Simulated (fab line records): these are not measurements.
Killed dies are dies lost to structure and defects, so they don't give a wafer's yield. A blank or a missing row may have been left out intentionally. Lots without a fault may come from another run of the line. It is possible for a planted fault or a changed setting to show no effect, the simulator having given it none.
fab line records + flow sky130
record:
- lots: 12
- wafers: 36
- last_day: 50
route steps=708 shown METAL1@437 METAL2@495 PAD_OPEN@708
lots that met no fault: taken from a fault-free run of the same line
start_h: start of the lot's first displayed wafer, in hours after the record's first day + wait_h: hours since the lot's step before + " identical to the entry in the row above + L1.1+2: several wafers, shown together as one row + - no value, or no start given + * or withheld: withheld + < > ~ a bound
route shown NAME@n: NAME is a module with steps in the file, n the number in the route of the first one + usual: mean and standard deviation over wafers with no fault + same: alike in all rows + chamber/n: place in a boat + sites: per-site readings + _std_site: the standard deviation of these + _edge_site: inner sites' mean taken away from outer sites' mean + radius_mm: for every site, how far away it sits from the centre of the wafer + mask NAME#n: copy n + behind: the last tool/chamber to shape the wafer + hold: the reason the lot was held/the length of the hold in hours/how it ended + device: whichever transistor did not switch (one of n, p or np) + end of line: tests of these same wafers at the route's end + where a step has no rows: the recipe by itself + killed: dies lost to structure and defects at the first sort, not the wafer's yield + map: per-die view of a wafer (x killed, . not killed, _ where there is no die)
set.NAME: the setting the step ran with; set.NAME@STEP: the setting that earlier step ran with + model.NAME: the simulator's own value behind a step, which no gauge read
steps of the route over a sample of lots; a table a step, a row a wafer
services: the hour from which a tool's chamber was out of use, counted from the record's first day as start_h (under 0 if before that day), plus the number of hours and why
== steps ==
step: SKY_METAL1_SPUTTER_03
recipe:
- material: Ti
- target_thk_nm: 5
- power_w: 3000
- time_s: 3.3
- chamber_pressure_pa: 0.4
usual:
- cathode_dc_power_W: 3000.1/0.58
- throttle_valve_pct: 30.3/0.78
| lot.wafer | tool           | chamber | start_h | wait_h | cathode_dc_power_W | throttle_valve_pct |
|-----------|----------------|---------|---------|--------|--------------------|--------------------|
| L261.3    | pvd_sputter-03 | -       | 729.37  | 0.0    | 2999.9             | 29.9               |
| L261.5    | "              | -       | "       | "      | 3000.3             | 29.7               |
| L261.6    | "              | -       | "       | "      | 3001.0             | 30.3               |
| L262.3    | pvd_sputter-03 | -       | 736.03  | 0.0    | 2999.6             | 29.8               |
| L262.5    | "              | -       | "       | "      | 3000.3             | 29.5               |
| L262.6    | "              | -       | "       | "      | 2999.2             | 30.1               |
| L263.2    | pvd_sputter-02 | -       | 739.46  | 0.0    | 2999.8             | 29.0               |
| L263.4    | "              | -       | "       | "      | 2999.4             | 31.4               |
| L263.6    | "              | -       | "       | "      | 3000.8             | 29.8               |
| L265.1    | pvd_sputter-03 | -       | 758.47  | 0.0    | 3000.4             | 30.5               |
| L265.4    | "              | -       | "       | "      | 2999.9             | 30.3               |
| L265.5    | "              | -       | "       | "      | 3000.7             | 29.9               |
| L266.2    | pvd_sputter-01 | -       | 772.71  | 0.0    | 2999.4             | 31.2               |
| L266.5    | "              | -       | "       | "      | 3000.4             | 30.6               |
| L266.6    | "              | -       | "       | "      | 2999.3             | 31.0               |
| L269.3    | pvd_sputter-02 | -       | 791.37  | 0.0    | 2998.8             | 29.2               |
| L269.4    | "              | -       | "       | "      | 2999.8             | 30.6               |
| L269.6    | "              | -       | "       | "      | 3000.3             | 30.8               |
| L271.1    | pvd_sputter-03 | -       | 814.34  | 0.0    | 3000.3             | 29.8               |
| L271.2    | "              | -       | "       | "      | 2999.6             | 30.4               |
| L271.4    | "              | -       | "       | "      | 2999.9             | 30.1               |
| L272.1    | pvd_sputter-01 | -       | 815.73  | 0.0    | 2999.8             | 31.1               |
| L272.4    | "              | -       | "       | "      | 3001.1             | 31.3               |
| L272.5    | "              | -       | "       | "      | 2999.5             | 29.1               |
| L276.1    | pvd_sputter-02 | -       | 847.34  | 0.0    | 2999.8             | 29.7               |
| L276.4    | "              | -       | "       | "      | 2999.9             | 31.3               |
| L276.5    | "              | -       | "       | "      | 2999.6             | 29.4               |
| L277.1    | pvd_sputter-03 | -       | 853.88  | 0.0    | 3000.2             | 30.3               |
| L277.4    | "              | -       | "       | "      | 3000.0             | 29.8               |
| L277.5    | "              | -       | "       | "      | 2999.2             | 29.6               |
| L278.2    | pvd_sputter-03 | -       | 863.18  | 0.0    | 3001.1             | 29.9               |
| L278.3    | "              | -       | "       | "      | 3000.4             | 30.0               |
| L278.4    | "              | -       | "       | "      | 2999.8             | 29.8               |
| L282.1    | pvd_sputter-01 | -       | 919.06  | 0.0    | 3000.3             | 30.6               |
| L282.3    | "              | -       | "       | "      | 3000.8             | 29.2               |
| L282.6    | "              | -       | "       | "      | 2999.6             | 29.6               |
step: SKY_METAL1_CD_MEAS_15
recipe:
- target_cd_nm: 140
usual:
- cd_nm: 140.0/1.3
| lot.wafer | tool      | chamber | start_h | wait_h | cd_nm |
|-----------|-----------|---------|---------|--------|-------|
| L261.3    | cd_sem-01 | -       | 756.38  | -      | 140.9 |
| L261.5    | "         | -       | "       | "      | 140.6 |
| L261.6    | "         | -       | "       | "      | 141.2 |
| L262.3    | cd_sem-01 | -       | 764.14  | -      | 139.7 |
| L262.5    | "         | -       | "       | "      | 140.2 |
| L262.6    | "         | -       | "       | "      | 139.4 |
| L263.2    | cd_sem-01 | -       | 766.71  | -      | 139.7 |
| L263.4    | "         | -       | "       | "      | 139.5 |
| L263.6    | "         | -       | "       | "      | 139.5 |
| L265.1    | cd_sem-02 | -       | 785.25  | -      | 138.1 |
| L265.4    | "         | -       | "       | "      | 137.2 |
| L265.5    | "         | -       | "       | "      | 138.5 |
| L266.2    | cd_sem-02 | -       | 799.81  | -      | 140.7 |
| L266.5    | "         | -       | "       | "      | 141.3 |
| L266.6    | "         | -       | "       | "      | 139.9 |
| L269.3    | cd_sem-02 | -       | 817.28  | -      | 138.5 |
| L269.4    | "         | -       | "       | "      | 138.4 |
| L269.6    | "         | -       | "       | "      | 139.0 |
| L271.1    | cd_sem-01 | -       | 840.50  | -      | 138.8 |
| L271.2    | "         | -       | "       | "      | 141.2 |
| L271.4    | "         | -       | "       | "      | 139.3 |
| L272.1    | cd_sem-01 | -       | 842.03  | -      | 138.2 |
| L272.4    | "         | -       | "       | "      | 139.5 |
| L272.5    | "         | -       | "       | "      | 138.1 |
| L276.1    | cd_sem-02 | -       | 873.94  | -      | 139.2 |
| L276.4    | "         | -       | "       | "      | 141.1 |
| L276.5    | "         | -       | "       | "      | 138.9 |
| L277.1    | cd_sem-01 | -       | 880.38  | -      | 139.0 |
| L277.4    | "         | -       | "       | "      | 138.5 |
| L277.5    | "         | -       | "       | "      | 139.2 |
| L278.2    | cd_sem-02 | -       | 888.17  | -      | 141.3 |
| L278.3    | "         | -       | "       | "      | 141.6 |
| L278.4    | "         | -       | "       | "      | 141.5 |
| L282.1    | cd_sem-01 | -       | 944.14  | -      | 138.7 |
| L282.3    | "         | -       | "       | "      | 139.3 |
| L282.6    | "         | -       | "       | "      | 138.8 |
step: SKY_METAL2_EXPOSE_12
recipe:
- mask_id: MM2
- na: 0.8
- source_shape: annular
- sigma_inner: 0.55
- sigma_outer: 0.85
- target_cd_nm: 140
- dose_mj: 28
usual:
- exposure_dose_mJ_cm2: 27.99/0.044
| lot.wafer | tool           | chamber | start_h | wait_h | mask  | exposure_dose_mJ_cm2 |
|-----------|----------------|---------|---------|--------|-------|----------------------|
| L261.3    | krf_scanner-02 | 0       | 799.60  | -      | MM2#0 | 27.94                |
| L261.5    | "              | 0       | "       | "      | MM2#0 | 27.99                |
| L261.6    | "              | 0       | "       | "      | MM2#0 | 27.98                |
| L262.3    | krf_scanner-02 | 0       | 806.69  | -      | MM2#0 | 28.00                |
| L262.5    | "              | 0       | "       | "      | MM2#0 | 28.01                |
| L262.6    | "              | 0       | "       | "      | MM2#0 | 27.97                |
| L263.2    | krf_scanner-01 | 0       | 809.97  | -      | MM2#0 | 28.05                |
| L263.4    | "              | 0       | "       | "      | MM2#0 | 28.06                |
| L263.6    | "              | 0       | "       | "      | MM2#0 | 28.05                |
| L265.1    | krf_scanner-01 | 0       | 828.55  | -      | MM2#0 | 28.00                |
| L265.4    | "              | 0       | "       | "      | MM2#0 | 27.98                |
| L265.5    | "              | 0       | "       | "      | MM2#0 | 28.04                |
| L266.2    | krf_scanner-02 | 0       | 843.05  | -      | MM2#0 | 27.95                |
| L266.5    | "              | 0       | "       | "      | MM2#0 | 27.94                |
| L266.6    | "              | 0       | "       | "      | MM2#0 | 27.94                |
| L269.3    | krf_scanner-01 | 0       | 860.03  | -      | MM2#0 | 28.03                |
| L269.4    | "              | 0       | "       | "      | MM2#0 | 28.02                |
| L269.6    | "              | 0       | "       | "      | MM2#0 | 28.07                |
| L271.1    | krf_scanner-02 | 0       | 883.45  | -      | MM2#0 | 27.31                |
| L271.2    | "              | 0       | "       | "      | MM2#0 | 27.32                |
| L271.4    | "              | 0       | "       | "      | MM2#0 | 27.33                |
| L272.1    | krf_scanner-02 | 0       | 884.75  | -      | MM2#0 | 27.30                |
| L272.4    | "              | 0       | "       | "      | MM2#0 | 27.29                |
| L272.5    | "              | 0       | "       | "      | MM2#0 | 27.27                |
| L276.1    | krf_scanner-01 | 0       | 915.11  | -      | MM2#0 | 28.01                |
| L276.4    | "              | 0       | "       | "      | MM2#0 | 28.04                |
| L276.5    | "              | 0       | "       | "      | MM2#0 | 28.03                |
| L277.1    | krf_scanner-01 | 0       | 921.77  | -      | MM2#0 | 28.04                |
| L277.4    | "              | 0       | "       | "      | MM2#0 | 28.02                |
| L277.5    | "              | 0       | "       | "      | MM2#0 | 28.06                |
| L278.2    | krf_scanner-01 | 0       | 929.39  | -      | MM2#0 | 28.02                |
| L278.3    | "              | 0       | "       | "      | MM2#0 | 28.03                |
| L278.4    | "              | 0       | "       | "      | MM2#0 | 28.00                |
| L282.1    | krf_scanner-01 | 0       | 984.26  | -      | MM2#0 | 28.00                |
| L282.3    | "              | 0       | "       | "      | MM2#0 | 28.01                |
| L282.6    | "              | 0       | "       | "      | MM2#0 | 27.99                |
step: SKY_METAL2_ETCH_18
recipe:
- chemistry: N2/H2
- target: BARC
- ion_energy_ev: 200
- bias_w: 100
- pressure_mtorr: 30
- n2_flow_sccm: 100
- h2_flow_sccm: 200
- icp_w: 500
- stop_on: SiO2
- time_s: 45.9
- target_depth_a: 600
usual:
- chamber_pressure_mTorr: 30.003/0.027
- drypump_motor_current_A: 6.0/0.5
- oes_product_au: 0.855/0.0045
- throttle_valve_pct: 13.226/0.0087
| lot.wafer | tool         | chamber | start_h | wait_h | chamber_pressure_mTorr | drypump_motor_current_A | oes_product_au | rf_hours_counter_h | throttle_valve_pct |
|-----------|--------------|---------|---------|--------|------------------------|-------------------------|----------------|--------------------|--------------------|
| L261.3    | rie_metal-02 | 1       | 813.08  | 0.1    | 29.970                 | 6.6                     | 0.853          | -                  | 13.226             |
| L261.5    | "            | 1       | "       | "      | 30.018                 | 6.5                     | 0.858          | -                  | 13.242             |
| L261.6    | "            | 1       | "       | "      | 30.012                 | 6.6                     | 0.855          | -                  | 13.225             |
| L262.3    | rie_metal-03 | 0       | 819.49  | 0.0    | 30.052                 | 6.3                     | 0.845          | -                  | 13.233             |
| L262.5    | "            | 1       | "       | "      | 29.989                 | 5.8                     | 0.862          | -                  | 13.237             |
| L262.6    | "            | 0       | "       | "      | 30.044                 | 6.3                     | 0.859          | -                  | 13.235             |
| L263.2    | rie_metal-02 | 1       | 823.41  | 0.0    | 29.976                 | 6.5                     | 0.857          | 16                 | 13.232             |
| L263.4    | "            | 1       | "       | "      | 30.044                 | 6.6                     | 0.862          | -                  | 13.233             |
| L263.6    | "            | 0       | "       | "      | 30.008                 | 6.6                     | 0.851          | -                  | 13.232             |
| L265.1    | rie_metal-03 | 1       | 841.64  | 0.0    | 29.963                 | 5.8                     | 0.856          | 2                  | 13.218             |
| L265.4    | "            | 1       | "       | "      | 30.032                 | 5.8                     | 0.856          | -                  | 13.215             |
| L265.5    | "            | 1       | "       | "      | 30.015                 | 5.8                     | 0.852          | -                  | 13.238             |
| L266.2    | rie_metal-02 | 1       | 856.02  | 0.0    | 29.958                 | 6.5                     | 0.853          | 17                 | 13.239             |
| L266.5    | "            | 0       | "       | "      | 29.981                 | 6.6                     | 0.861          | -                  | 13.241             |
| L266.6    | "            | 1       | "       | "      | 30.039                 | 6.6                     | 0.849          | -                  | 13.228             |
| L269.3    | rie_metal-01 | 0       | 872.51  | 0.0    | 29.997                 | 5.7                     | 0.852          | -                  | 13.223             |
| L269.4    | "            | 1       | "       | "      | 29.941                 | 5.0                     | 0.859          | -                  | 13.220             |
| L269.6    | "            | 0       | "       | "      | 30.001                 | 5.7                     | 0.851          | -                  | 13.236             |
| L271.1    | rie_metal-03 | 1       | 896.49  | 0.0    | 30.032                 | 5.8                     | 0.850          | 4                  | 13.232             |
| L271.2    | "            | 0       | "       | "      | 30.045                 | 6.3                     | 0.853          | 12                 | 13.234             |
| L271.4    | "            | 1       | "       | "      | 29.985                 | 5.8                     | 0.850          | -                  | 13.230             |
| L272.1    | rie_metal-03 | 1       | 897.64  | 0.0    | 30.007                 | 5.8                     | 0.849          | 5                  | 13.224             |
| L272.4    | "            | 0       | "       | "      | 29.973                 | 6.3                     | 0.852          | -                  | 13.227             |
| L272.5    | "            | 0       | "       | "      | 29.973                 | 6.3                     | 0.853          | -                  | 13.235             |
| L276.1    | rie_metal-03 | 1       | 927.52  | 0.0    | 29.982                 | 5.8                     | 0.866          | 6                  | 13.223             |
| L276.4    | "            | 1       | "       | "      | 29.994                 | 5.8                     | 0.855          | -                  | 13.218             |
| L276.5    | "            | 1       | "       | "      | 30.002                 | 5.8                     | 0.853          | -                  | 13.223             |
| L277.1    | rie_metal-02 | 1       | 934.32  | 0.0    | 29.991                 | 6.6                     | 0.857          | 1                  | 13.222             |
| L277.4    | "            | 1       | "       | "      | 30.016                 | 6.6                     | 0.854          | -                  | 13.213             |
| L277.5    | "            | 1       | "       | "      | 29.968                 | 6.6                     | 0.852          | -                  | 13.234             |
| L278.2    | rie_metal-01 | 1       | 941.66  | 0.0    | 29.979                 | 5.0                     | 0.858          | 5                  | 13.213             |
| L278.3    | "            | 0       | "       | "      | 30.014                 | 5.7                     | 0.854          | -                  | 13.232             |
| L278.4    | "            | 1       | "       | "      | 30.023                 | 5.0                     | 0.848          | -                  | 13.235             |
| L282.1    | rie_metal-03 | 1       | 995.89  | 0.0    | 30.029                 | 5.8                     | 0.856          | 9                  | 13.222             |
| L282.3    | "            | 1       | "       | "      | 29.998                 | 5.8                     | 0.853          | -                  | 13.216             |
| L282.6    | "            | 1       | "       | "      | 30.009                 | 5.8                     | 0.854          | -                  | 13.207             |
step: SKY_PAD_OPEN_PROBE_99
usual:
- defect_limited_yield: 82.3/2
- killed_at_M0_to_M3: 43/6.8
- killed_at_M4_up: 3.2/1.9
- killed_at_contacts: 24/5
- killed_at_front_end: 16/4.9
- killed_at_other: 0.4/0.76
- killed_dies: 87/10
- killed_open: 47/7.3
- killed_short: 39/6.2
- sort_bin_3_pad_short: 0.9/0.4
- sort_bin_5_function: 10.5/1.5
- sort_bin_6_memory: 6.4/1.2
- sort_n_pass: 405/10
- sort_yield_pct: 82.3/2
same:
- gross_dies: 492
- killed_at_back_side: 0
- sort_bin_4_leakage[%]: 0
- sort_bin_8_speed[%]: 0
| lot.wafer | tool      | chamber | start_h | wait_h | defect_limited_yield[%] | killed_at_M0_to_M3 | killed_at_M4_up | killed_at_contacts | killed_at_front_end | killed_at_other | killed_dies | killed_open | killed_short | sort_bin_3_pad_short[%] | sort_bin_5_function[%] | sort_bin_6_memory[%] | sort_n_pass | sort_yield_pct[%] |
|-----------|-----------|---------|---------|--------|-------------------------|--------------------|-----------------|--------------------|---------------------|-----------------|-------------|-------------|--------------|-------------------------|------------------------|----------------------|-------------|-------------------|
| L266.2    | prober-01 | -       | 1102.55 | 0.1    | 79.3                    | 42                 | 4               | 33                 | 23                  | 0               | 102         | 41          | 61           | 1.0                     | 11.8                   | 7.9                  | 390         | 79.3              |
| L266.5    | prober-01 | -       | 1102.70 | 0.2    | 80.5                    | 45                 | 3               | 27                 | 21                  | 0               | 96          | 52          | 44           | 1.4                     | 9.8                    | 8.3                  | 396         | 80.5              |
| L266.6    | prober-01 | -       | 1102.75 | 0.2    | 81.7                    | 42                 | 8               | 26                 | 14                  | 0               | 90          | 49          | 40           | 0.2                     | 10.4                   | 7.7                  | 402         | 81.7              |
| L271.1    | prober-02 | -       | 1134.33 | 0.1    | 78.9                    | 58                 | 3               | 28                 | 15                  | 0               | 104         | 48          | 56           | 0.6                     | 13.2                   | 7.3                  | 388         | 78.9              |
| L271.2    | prober-02 | -       | 1134.38 | 0.1    | 82.7                    | 38                 | 2               | 27                 | 18                  | 0               | 85          | 41          | 44           | 1.6                     | 10.6                   | 5.1                  | 407         | 82.7              |
| L271.4    | prober-02 | -       | 1134.48 | 0.2    | 79.1                    | 55                 | 1               | 30                 | 17                  | 0               | 103         | 58          | 45           | 1.6                     | 11.4                   | 7.9                  | 389         | 79.1              |
| L272.1    | prober-01 | -       | 1135.59 | 0.1    | 82.3                    | 45                 | 2               | 20                 | 20                  | 0               | 87          | 43          | 44           | 0.2                     | 11.0                   | 6.5                  | 405         | 82.3              |
| L272.4    | prober-01 | -       | 1135.74 | 0.2    | 79.7                    | 49                 | 2               | 24                 | 25                  | 0               | 100         | 60          | 40           | 1.0                     | 13.2                   | 6.1                  | 392         | 79.7              |
| L272.5    | prober-01 | -       | 1135.79 | 0.2    | 83.5                    | 42                 | 4               | 24                 | 10                  | 1               | 81          | 49          | 32           | 0.6                     | 9.1                    | 6.7                  | 411         | 83.5              |
| L278.2    | prober-01 | -       | 1165.26 | 0.1    | 83.5                    | 33                 | 6               | 29                 | 13                  | 0               | 81          | 47          | 34           | 0.4                     | 8.9                    | 7.1                  | 411         | 83.5              |
| L278.3    | prober-01 | -       | 1165.31 | 0.2    | 82.5                    | 40                 | 1               | 29                 | 15                  | 1               | 86          | 48          | 38           | 0.8                     | 10.6                   | 6.1                  | 406         | 82.5              |
| L278.4    | prober-01 | -       | 1165.36 | 0.2    | 81.3                    | 40                 | 2               | 23                 | 27                  | 0               | 92          | 52          | 39           | 1.2                     | 11.4                   | 6.1                  | 400         | 81.3              |
| L282.1    | prober-01 | -       | 1203.69 | 0.1    | 84.1                    | 44                 | 2               | 23                 | 9                   | 0               | 78          | 43          | 35           | 1.2                     | 9.8                    | 4.9                  | 414         | 84.1              |
| L282.3    | prober-01 | -       | 1203.79 | 0.2    | 84.3                    | 38                 | 2               | 25                 | 12                  | 0               | 77          | 32          | 45           | 0.6                     | 9.3                    | 5.7                  | 415         | 84.3              |
| L282.6    | prober-01 | -       | 1203.94 | 0.2    | 85.6                    | 37                 | 4               | 18                 | 12                  | 0               | 71          | 37          | 34           | 0.2                     | 8.3                    | 5.9                  | 421         | 85.6              |
killed by level:class
L266.2 VIA1:geometric_particle:open=9 METAL2:geometric_particle:short=9 FIELD_ISO:geometric_particle:short=8 CONTACT:geometric_particle:open=8 CONTACT:geometric_particle:short=7 LI_CONTACT:geometric_particle:short=7 LI_CONTACT:geometric_particle:open=7 METAL1:geometric_particle:short=6
L266.5 CONTACT:geometric_particle:open=12 VIA1:geometric_particle:open=11 FIELD_ISO:geometric_particle:short=8 VIA2:geometric_particle:open=8 METAL1:geometric_particle:short=7 FIELD_ISO:geometric_particle:open=6 METAL2:geometric_particle:short=5 CONTACT:geometric_particle:short=4
L266.6 VIA1:geometric_particle:open=15 CONTACT:geometric_particle:open=8 CONTACT:geometric_particle:short=7 METAL4:geometric_particle:short=7 METAL2:geometric_particle:short=6 VIA2:geometric_particle:open=6 LI_CONTACT:geometric_particle:open=5 VIA1:geometric_particle:short=3
L271.1 METAL1:geometric_particle:short=12 LI_CONTACT:geometric_particle:open=9 VIA1:geometric_particle:open=9 VIA2:geometric_particle:open=8 VIA2:geometric_particle:short=6 CONTACT:geometric_particle:open=6 FIELD_ISO:geometric_particle:short=5 LOCAL_INTERCONNECT:geometric_particle:short=5
L271.2 VIA1:geometric_particle:open=9 LOCAL_INTERCONNECT:geometric_particle:short=8 CONTACT:geometric_particle:open=8 METAL1:geometric_particle:short=8 LI_CONTACT:geometric_particle:open=6 POLY_GATE:geometric_particle:short=6 VIA2:geometric_particle:open=5 POLY_GATE:geometric_particle:open=4
L271.4 VIA1:geometric_particle:open=18 LI_CONTACT:geometric_particle:open=9 CONTACT:geometric_particle:open=9 CONTACT:geometric_particle:short=7 VIA3:geometric_particle:short=7 POLY_GATE:geometric_particle:short=4 METAL3:geometric_particle:short=4 VIA3:geometric_particle:open=4
L272.1 FIELD_ISO:geometric_particle:short=10 VIA2:geometric_particle:open=9 CONTACT:geometric_particle:open=8 VIA1:geometric_particle:open=8 METAL2:geometric_particle:short=7 VIA3:geometric_particle:open=6 FIELD_ISO:geometric_particle:open=5 VIA3:geometric_particle:short=5
L272.4 CONTACT:geometric_particle:open=12 VIA3:geometric_particle:open=10 FIELD_ISO:geometric_particle:open=7 METAL3:geometric_particle:short=7 METAL2:geometric_particle:open=6 VIA2:geometric_particle:open=6 FIELD_ISO:geometric_particle:short=5 POLY_GATE:geometric_particle:open=5
L272.5 CONTACT:geometric_particle:open=12 VIA2:geometric_particle:open=8 METAL2:geometric_particle:short=8 LI_CONTACT:geometric_particle:open=7 VIA3:geometric_particle:open=7 VIA1:geometric_particle:open=6 FIELD_ISO:geometric_particle:short=5 METAL4:geometric_particle:short=4
L278.2 LI_CONTACT:geometric_particle:open=9 VIA2:geometric_particle:open=8 VIA3:geometric_particle:open=8 CONTACT:geometric_particle:open=7 METAL4:geometric_particle:short=6 LOCAL_INTERCONNECT:geometric_particle:short=5 LI_CONTACT:geometric_particle:short=4 VIA1:geometric_particle:short=4
L278.3 VIA1:geometric_particle:open=12 METAL2:geometric_particle:short=9 LI_CONTACT:geometric_particle:open=7 CONTACT:geometric_particle:open=7 CONTACT:geometric_particle:short=7 METAL3:geometric_particle:short=5 POLY_GATE:geometric_particle:open=4 LOCAL_INTERCONNECT:geometric_particle:short=4
L278.4 LI_CONTACT:geometric_particle:open=8 POLY_GATE:geometric_particle:open=7 CONTACT:geometric_particle:open=7 METAL1:geometric_particle:short=6 VIA1:geometric_particle:open=6 VIA2:geometric_particle:open=6 FIELD_ISO:geometric_particle:open=5 LOCAL_INTERCONNECT:geometric_particle:short=5
L282.1 VIA1:geometric_particle:open=9 VIA3:geometric_particle:open=8 LI_CONTACT:geometric_particle:open=7 LOCAL_INTERCONNECT:geometric_particle:short=6 CONTACT:geometric_particle:open=5 METAL1:geometric_particle:short=5 METAL3:geometric_particle:short=5 FIELD_ISO:geometric_particle:open=4
L282.3 METAL1:geometric_particle:short=10 CONTACT:geometric_particle:open=9 LI_CONTACT:geometric_particle:open=7 FIELD_ISO:geometric_particle:short=6 VIA1:geometric_particle:short=6 VIA1:geometric_particle:open=5 METAL2:geometric_particle:short=5 POLY_GATE:geometric_particle:short=4
L282.6 VIA1:geometric_particle:open=8 CONTACT:geometric_particle:open=6 FIELD_ISO:geometric_particle:open=5 LOCAL_INTERCONNECT:geometric_particle:short=5 VIA1:geometric_particle:short=5 METAL2:geometric_particle:short=5 POLY_GATE:geometric_particle:open=4 CONTACT:geometric_particle:short=4
== services ==
| tool           | chamber | start_h | hours | kind   |
|----------------|---------|---------|-------|--------|
| krf_scanner-01 | -       | 713.76  | 0.5   | repair |
| krf_scanner-01 | -       | 719.73  | 7.7   | repair |
| krf_scanner-02 | -       | 731.00  | 0.6   | repair |
| krf_scanner-01 | -       | 735.46  | 1.3   | pm     |
| krf_scanner-02 | -       | 749.23  | 1.3   | pm     |
| krf_scanner-01 | -       | 750.06  | 0.3   | repair |
| krf_scanner-02 | -       | 758.11  | 1.0   | pm     |
| krf_scanner-01 | -       | 760.25  | 1.2   | repair |
| rie_metal-03   | -       | 766.17  | 2.8   | pm     |
| krf_scanner-02 | -       | 770.83  | 1.0   | repair |
| krf_scanner-01 | -       | 771.90  | 1.0   | repair |
| krf_scanner-01 | -       | 791.73  | 0.8   | pm     |
| krf_scanner-01 | -       | 800.54  | 1.0   | pm     |
| pvd_sputter-03 | -       | 816.46  | 1.0   | repair |
| rie_metal-03   | -       | 820.65  | 0.4   | repair |
| krf_scanner-02 | -       | 867.11  | 0.8   | pm     |
| rie_metal-03   | 0       | 888.68  | 1.4   | repair |
| pvd_sputter-03 | -       | 904.31  | 11.2  | repair |
| krf_scanner-01 | -       | 907.16  | 0.8   | pm     |
| krf_scanner-01 | -       | 911.36  | 1.3   | pm     |
| krf_scanner-01 | -       | 947.39  | 7.2   | pm     |
| krf_scanner-01 | -       | 961.01  | 0.8   | pm     |
| krf_scanner-01 | -       | 969.54  | 1.0   | pm     |
| krf_scanner-01 | -       | 978.36  | 4.4   | pm     |
== key ==
first_sign:
- step: SKY_METAL2_EXPOSE_12
- reading: exposure_dose_mJ_cm2
- direction: down
- sigmas: 16
- usual: *
- struck: *
effect none on later readings
met_at SKY_METAL2_EXPOSE_12
struck_lots L271,L272
not_acting_at SKY_METAL1_SPUTTER_03,SKY_METAL1_CD_MEAS_15,SKY_METAL2_ETCH_18
onset_between 843.05 883.45
fault:
- kind: process_parameter_drift
- tool: krf_scanner-02
- chamber: -
- onset_h: 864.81
- steps: SKY_METAL2_EXPOSE_12
- channel: dose_mj
- offset: -0.67204
- shape: step
- acts_in: these_recipes_only
- stated: 28
